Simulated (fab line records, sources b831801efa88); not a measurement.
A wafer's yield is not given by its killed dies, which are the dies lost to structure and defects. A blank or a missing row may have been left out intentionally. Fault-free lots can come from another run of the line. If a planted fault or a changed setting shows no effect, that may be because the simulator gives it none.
The same fault as seen by 2 desks | flow gf180mcu | every desk sees just its own numbers, and what lay behind them comes last

== AT THE TOOL OWNER'S DESK: pecvd-04 ==
The tool's own readings at GF_PASSIVATION_CVD_00 (deposits SiO2 from TEOS, target thk 1000 nm, time 111.95 s): means of the sampled wafers that have a number, for each lot that ran on this tool. The brackets show how far a lot's mean lies from the usual mean; more than 4 standard deviations puts the lot out of limits, marked OUT.
Columns: A = heater-power-w at GF_PASSIVATION_CVD_00, usual 682 W
lot  | first seen here | A
L243 | day 29 02:29    | 563
L251 | day 31 14:35    | 620
L252 | day 31 19:44    | 613
Finding of this desk: none of the 3 lots has anything out of limits.

== METROLOGY DESK ==
Means of the sampled wafers that have a number, per lot and without regard to the tool the lot ran on: this is what the gauges read. The brackets show how far a lot's mean lies from the usual mean; more than 4 standard deviations puts the lot out of limits, marked OUT.
Columns: A = PASSIVATION_CVD_00_THK at GF_PASSIVATION_THK_MEAS_01, usual 998 nm
lot  | first seen here | A
L240 | day 28 03:50    | 1008
L241 | day 28 12:53    | 1000
L243 | day 29 02:34    | 987
L251 | day 31 14:40    | 867 (-9.4) OUT
L252 | day 31 19:49    | 875 (-8.8) OUT
L253 | day 31 23:46    | 999
L255 | day 32 09:58    | 1004
L256 | day 32 12:51    | 999
L258 | day 33 02:46    | 1007
L259 | day 33 08:43    | 1005
L260 | day 33 17:35    | 1008
L262 | day 34 01:47    | 1017
This desk reports L251, L252 out of limits; the earliest was L251 at day 31 14:40 (PASSIVATION_CVD_00_THK at GF_PASSIVATION_THK_MEAS_01). L240, L241, L243, L253, L255, L256, L258, L259, L260, L262: within limits.

== BROUGHT TOGETHER ==
At day 31 14:40 the metrology desk could have sounded an alarm, on L251, L252.
The tool owner's desk saw nothing out of limits.
The tool owner's desk has L251, L252 on record, within its limits.
All the named lots went through GF_PASSIVATION_CVD_00 on pecvd-04.

== WHAT THE SIMULATOR HAD INSERTED ==
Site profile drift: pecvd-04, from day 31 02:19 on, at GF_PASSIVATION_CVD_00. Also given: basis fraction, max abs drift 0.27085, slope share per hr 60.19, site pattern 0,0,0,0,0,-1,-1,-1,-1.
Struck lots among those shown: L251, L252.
Hours from the fault's start to each desk's first reading out of limits: the metrology desk, 12.
